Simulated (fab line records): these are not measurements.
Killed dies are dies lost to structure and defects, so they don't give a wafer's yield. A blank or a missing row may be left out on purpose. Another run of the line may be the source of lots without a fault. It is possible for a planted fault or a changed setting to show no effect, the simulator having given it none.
The tool behind it: which one? || flow gf180mcu || 36 wafers from 13 lots sampled at 5 of the route's 602 steps

== WHAT THE GAUGES SHOWED, per wafer ==
GF_V5_THK_MEAS_03. Usual: for V5_CVD_02_THK the level is 1451 nm and the standard deviation is 18.
{"lot": "L207", "measured": "day 26 23:52", "on": "film metro-02", "V5_CVD_02_THK (nm)": "1440 1474 1477", "flag": ""}
{"lot": "L209", "measured": "day 27 11:59", "on": "film metro-03", "V5_CVD_02_THK (nm)": "1438 1450 1469", "flag": ""}
{"lot": "L210", "measured": "day 28 01:22", "on": "film metro-04", "V5_CVD_02_THK (nm)": "1444 1433 1457", "flag": ""}
{"lot": "L211", "measured": "day 28 05:01", "on": "film metro-02", "V5_CVD_02_THK (nm)": "1442 1469 1470", "flag": ""}
{"lot": "L212", "measured": "day 28 11:47", "on": "film metro-04", "V5_CVD_02_THK (nm)": "1448 1467 1487", "flag": ""}
{"lot": "L214", "measured": "day 29 06:17", "on": "film metro-02", "V5_CVD_02_THK (nm)": "1441 1442 1441", "flag": ""}
{"lot": "L215", "measured": "day 29 08:53", "on": "film metro-04", "V5_CVD_02_THK (nm)": "1422 1452 1480", "flag": ""}
{"lot": "L216", "measured": "day 29 21:06", "on": "film metro-04", "V5_CVD_02_THK (nm)": "1424 1468 1436", "flag": ""}
{"lot": "L221", "measured": "day 31 01:39", "on": "film metro-02", "V5_CVD_02_THK (nm)": "1463 1446", "flag": ""}
{"lot": "L222", "measured": "day 31 13:20", "on": "film metro-04", "V5_CVD_02_THK (nm)": "1437 1456", "flag": ""}
{"lot": "L224", "measured": "day 32 06:02", "on": "film metro-04", "V5_CVD_02_THK (nm)": "1453 1461 1445", "flag": ""}
{"lot": "L225", "measured": "day 32 10:26", "on": "film metro-02", "V5_CVD_02_THK (nm)": "1471 1469", "flag": ""}
{"lot": "L229", "measured": "day 33 06:08", "on": "film metro-03", "V5_CVD_02_THK (nm)": "1452 1468 1485", "flag": ""}

GF_TOP_METAL_CD_MEAS_14: the cd target is 440 nm. Usual: cd nm reads 440.6 nm (standard deviation 2.2).
{"lot": "L207", "measured": "day 28 17:50", "on": "cd sem-01", "cd nm (nm)": "442.6 441.5 443.6", "flag": ""}
{"lot": "L209", "measured": "day 29 06:10", "on": "cd sem-01", "cd nm (nm)": "439.8 438.8 441.9", "flag": ""}
{"lot": "L210", "measured": "day 29 18:16", "on": "cd sem-02", "cd nm (nm)": "439.2 439.2 439.9", "flag": ""}
{"lot": "L211", "measured": "day 29 22:34", "on": "cd sem-01", "cd nm (nm)": "440.0 438.8 439.2", "flag": ""}
{"lot": "L212", "measured": "day 30 03:23", "on": "cd sem-01", "cd nm (nm)": "446.3 444.5 442.7", "flag": ""}
{"lot": "L214", "measured": "day 30 21:19", "on": "cd sem-02", "cd nm (nm)": "435.8 437.0 437.6", "flag": ""}
{"lot": "L215", "measured": "day 31 00:10", "on": "cd sem-01", "cd nm (nm)": "441.7 441.1 441.0", "flag": ""}
{"lot": "L216", "measured": "day 31 11:37", "on": "cd sem-02", "cd nm (nm)": "441.8 439.3 440.8", "flag": ""}
{"lot": "L221", "measured": "day 32 14:05", "on": "cd sem-01", "cd nm (nm)": "325.5 443.4", "flag": "OFF"}
{"lot": "L222", "measured": "day 33 01:05", "on": "cd sem-01", "cd nm (nm)": "440.4 325.7", "flag": "OFF"}
{"lot": "L224", "measured": "day 33 16:08", "on": "cd sem-01", "cd nm (nm)": "440.4 441.6 443.0", "flag": ""}
{"lot": "L225", "measured": "day 33 19:59", "on": "cd sem-01", "cd nm (nm)": "322.4 439.1", "flag": "OFF"}
{"lot": "L229", "measured": "day 34 15:34", "on": "cd sem-02", "cd nm (nm)": "438.4 438.6 436.3", "flag": ""}

== EACH LOT AND THE TOOL THAT RAN IT (in order: tool; ch and the chambers of the sampled wafers; start) ==
{"lot": "L207", "GF_MIM_SPUTTER_02": "pvd sputter-02, day 25 03:40", "GF_MIM_SPUTTER_03": "pvd sputter-02, day 25 03:41", "GF_TOP_METAL_EXPOSE_11": "iline stepper-01 ch 0, day 28 08:04"}
{"lot": "L209", "GF_MIM_SPUTTER_02": "pvd sputter-04, day 25 15:52", "GF_MIM_SPUTTER_03": "pvd sputter-04, day 25 15:53", "GF_TOP_METAL_EXPOSE_11": "iline stepper-01 ch 0, day 28 20:59"}
{"lot": "L210", "GF_MIM_SPUTTER_02": "pvd sputter-01, day 26 06:46", "GF_MIM_SPUTTER_03": "pvd sputter-01, day 26 06:48", "GF_TOP_METAL_EXPOSE_11": "iline stepper-02 ch 0, day 29 08:32"}
{"lot": "L211", "GF_MIM_SPUTTER_02": "pvd sputter-04, day 26 10:28", "GF_MIM_SPUTTER_03": "pvd sputter-04, day 26 10:30", "GF_TOP_METAL_EXPOSE_11": "iline stepper-01 ch 0, day 29 13:08"}
{"lot": "L212", "GF_MIM_SPUTTER_02": "pvd sputter-01, day 26 18:04", "GF_MIM_SPUTTER_03": "pvd sputter-01, day 26 18:05", "GF_TOP_METAL_EXPOSE_11": "iline stepper-02 ch 0, day 29 19:01"}
{"lot": "L214", "GF_MIM_SPUTTER_02": "pvd sputter-01, day 27 13:08", "GF_MIM_SPUTTER_03": "pvd sputter-01, day 27 13:10", "GF_TOP_METAL_EXPOSE_11": "iline stepper-02 ch 0, day 30 12:43"}
{"lot": "L215", "GF_MIM_SPUTTER_02": "pvd sputter-04, day 27 16:08", "GF_MIM_SPUTTER_03": "pvd sputter-04, day 27 16:10", "GF_TOP_METAL_EXPOSE_11": "iline stepper-02 ch 0, day 30 15:34"}
{"lot": "L216", "GF_MIM_SPUTTER_02": "pvd sputter-01, day 28 04:59", "GF_MIM_SPUTTER_03": "pvd sputter-01, day 28 05:01", "GF_TOP_METAL_EXPOSE_11": "iline stepper-01 ch 0, day 31 02:52"}
{"lot": "L221", "GF_MIM_SPUTTER_02": "pvd sputter-04, day 29 11:54", "GF_MIM_SPUTTER_03": "pvd sputter-04, day 29 11:56", "GF_TOP_METAL_EXPOSE_11": "iline stepper-01 ch 0, day 32 05:59"}
{"lot": "L222", "GF_MIM_SPUTTER_02": "pvd sputter-01, day 29 23:18", "GF_MIM_SPUTTER_03": "pvd sputter-01, day 29 23:19", "GF_TOP_METAL_EXPOSE_11": "iline stepper-01 ch 0, day 32 17:20"}
{"lot": "L224", "GF_MIM_SPUTTER_02": "pvd sputter-02, day 30 17:22", "GF_MIM_SPUTTER_03": "pvd sputter-02, day 30 17:24", "GF_TOP_METAL_EXPOSE_11": "iline stepper-02 ch 0, day 33 08:20"}
{"lot": "L225", "GF_MIM_SPUTTER_02": "pvd sputter-04, day 30 21:43", "GF_MIM_SPUTTER_03": "pvd sputter-04, day 30 21:44", "GF_TOP_METAL_EXPOSE_11": "iline stepper-01 ch 0, day 33 13:02"}
{"lot": "L229", "GF_MIM_SPUTTER_02": "pvd sputter-02, day 31 19:54", "GF_MIM_SPUTTER_03": "pvd sputter-02, day 31 19:56", "GF_TOP_METAL_EXPOSE_11": "iline stepper-02 ch 0, day 34 07:56"}
- GF_MIM_SPUTTER_02: material AlCu, target thk 450 nm, time 23.9 s.
- GF_MIM_SPUTTER_03: material Ti, target thk 10 nm, time 6.7 s.
- GF_TOP_METAL_EXPOSE_11: exposes mask MetalTop, target cd 440 nm.

== WHAT THE TOOLS THEMSELVES READ (means of the sampled wafers that have a number; where no wafer has one, the mark that the record gives instead) ==
GF_MIM_SPUTTER_02. Usual: throttle valve pct reads 29.9 % (standard deviation 0.69).
{"lot": "L207", "tool": "pvd sputter-02", "throttle valve pct (%)": 29.7, "flag": ""}
{"lot": "L209", "tool": "pvd sputter-04", "throttle valve pct (%)": 29.7, "flag": ""}
{"lot": "L210", "tool": "pvd sputter-01", "throttle valve pct (%)": 29.6, "flag": ""}
{"lot": "L211", "tool": "pvd sputter-04", "throttle valve pct (%)": 29.8, "flag": ""}
{"lot": "L212", "tool": "pvd sputter-01", "throttle valve pct (%)": 29.6, "flag": ""}
{"lot": "L214", "tool": "pvd sputter-01", "throttle valve pct (%)": 29.6, "flag": ""}
{"lot": "L215", "tool": "pvd sputter-04", "throttle valve pct (%)": 30.8, "flag": ""}
{"lot": "L216", "tool": "pvd sputter-01", "throttle valve pct (%)": 29.7, "flag": ""}
{"lot": "L221", "tool": "pvd sputter-04", "throttle valve pct (%)": 30.8, "flag": ""}
{"lot": "L222", "tool": "pvd sputter-01", "throttle valve pct (%)": 29.9, "flag": ""}
{"lot": "L224", "tool": "pvd sputter-02", "throttle valve pct (%)": 30.4, "flag": ""}
{"lot": "L225", "tool": "pvd sputter-04", "throttle valve pct (%)": 30.2, "flag": ""}
{"lot": "L229", "tool": "pvd sputter-02", "throttle valve pct (%)": 30.2, "flag": ""}

GF_MIM_SPUTTER_03. Usual: throttle valve pct reads 29.9 % (standard deviation 0.68).
{"lot": "L207", "tool": "pvd sputter-02", "throttle valve pct (%)": 29.5, "flag": ""}
{"lot": "L209", "tool": "pvd sputter-04", "throttle valve pct (%)": 29.7, "flag": ""}
{"lot": "L210", "tool": "pvd sputter-01", "throttle valve pct (%)": 29.8, "flag": ""}
{"lot": "L211", "tool": "pvd sputter-04", "throttle valve pct (%)": 29.8, "flag": ""}
{"lot": "L212", "tool": "pvd sputter-01", "throttle valve pct (%)": 29.8, "flag": ""}
{"lot": "L214", "tool": "pvd sputter-01", "throttle valve pct (%)": 29.7, "flag": ""}
{"lot": "L215", "tool": "pvd sputter-04", "throttle valve pct (%)": 30.7, "flag": ""}
{"lot": "L216", "tool": "pvd sputter-01", "throttle valve pct (%)": 29.7, "flag": ""}
{"lot": "L221", "tool": "pvd sputter-04", "throttle valve pct (%)": 30.8, "flag": ""}
{"lot": "L222", "tool": "pvd sputter-01", "throttle valve pct (%)": 29.9, "flag": ""}
{"lot": "L224", "tool": "pvd sputter-02", "throttle valve pct (%)": 30.5, "flag": ""}
{"lot": "L225", "tool": "pvd sputter-04", "throttle valve pct (%)": 30.4, "flag": ""}
{"lot": "L229", "tool": "pvd sputter-02", "throttle valve pct (%)": 30.0, "flag": ""}

GF_TOP_METAL_EXPOSE_11. Usual: exposure dose mJ cm2 reads 170.00 (standard deviation 0.17).
{"lot": "L207", "tool": "iline stepper-01", "exposure dose mJ cm2": 169.99, "flag": ""}
{"lot": "L209", "tool": "iline stepper-01", "exposure dose mJ cm2": 169.90, "flag": ""}
{"lot": "L210", "tool": "iline stepper-02", "exposure dose mJ cm2": 170.10, "flag": ""}
{"lot": "L211", "tool": "iline stepper-01", "exposure dose mJ cm2": 170.07, "flag": ""}
{"lot": "L212", "tool": "iline stepper-02", "exposure dose mJ cm2": 170.03, "flag": ""}
{"lot": "L214", "tool": "iline stepper-02", "exposure dose mJ cm2": 169.92, "flag": ""}
{"lot": "L215", "tool": "iline stepper-02", "exposure dose mJ cm2": 169.91, "flag": ""}
{"lot": "L216", "tool": "iline stepper-01", "exposure dose mJ cm2": 169.95, "flag": ""}
{"lot": "L221", "tool": "iline stepper-01", "exposure dose mJ cm2": 169.96, "flag": ""}
{"lot": "L222", "tool": "iline stepper-01", "exposure dose mJ cm2": 170.10, "flag": ""}
{"lot": "L224", "tool": "iline stepper-02", "exposure dose mJ cm2": 169.97, "flag": ""}
{"lot": "L225", "tool": "iline stepper-01", "exposure dose mJ cm2": 170.04, "flag": ""}
{"lot": "L229", "tool": "iline stepper-02", "exposure dose mJ cm2": 170.26, "flag": ""}

== THE ANSWER, worked out from the rows above alone ==
Rule: lot off if the mean of its wafers having a number is beyond 3 standard deviations from the usual mean. Also off: a lot with no number at a reading for which 4 or more lots have one. Where the step has rows for the other lots, those lots are counted as sound. First the gauges in route order, then the tools' own readings, where a lot's mean is used as printed above. At the first step where some lot is off, the reading lying furthest off is the one used; lots without a number count as furthest.
Off: L221, L222, L225, at GF_TOP_METAL_CD_MEAS_14 (cd nm).
If a tool, at a process step before that reading, ran all the lots that are off and no sound lot after the first of them, it fits. The gauges at GF_TOP_METAL_CD_MEAS_14 are tried like those tools. One candidate fits, namely iline stepper-01 at GF_TOP_METAL_EXPOSE_11. A fault onset in the window from L216 (day 31 02:52, its last sound lot) to L221 (day 32 05:59, its first lot off) fits.

== WHAT WAS PUT IN BY THE SIMULATOR ==
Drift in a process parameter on iline stepper-01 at GF_TOP_METAL_EXPOSE_11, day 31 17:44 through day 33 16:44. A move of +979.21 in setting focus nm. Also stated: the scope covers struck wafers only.
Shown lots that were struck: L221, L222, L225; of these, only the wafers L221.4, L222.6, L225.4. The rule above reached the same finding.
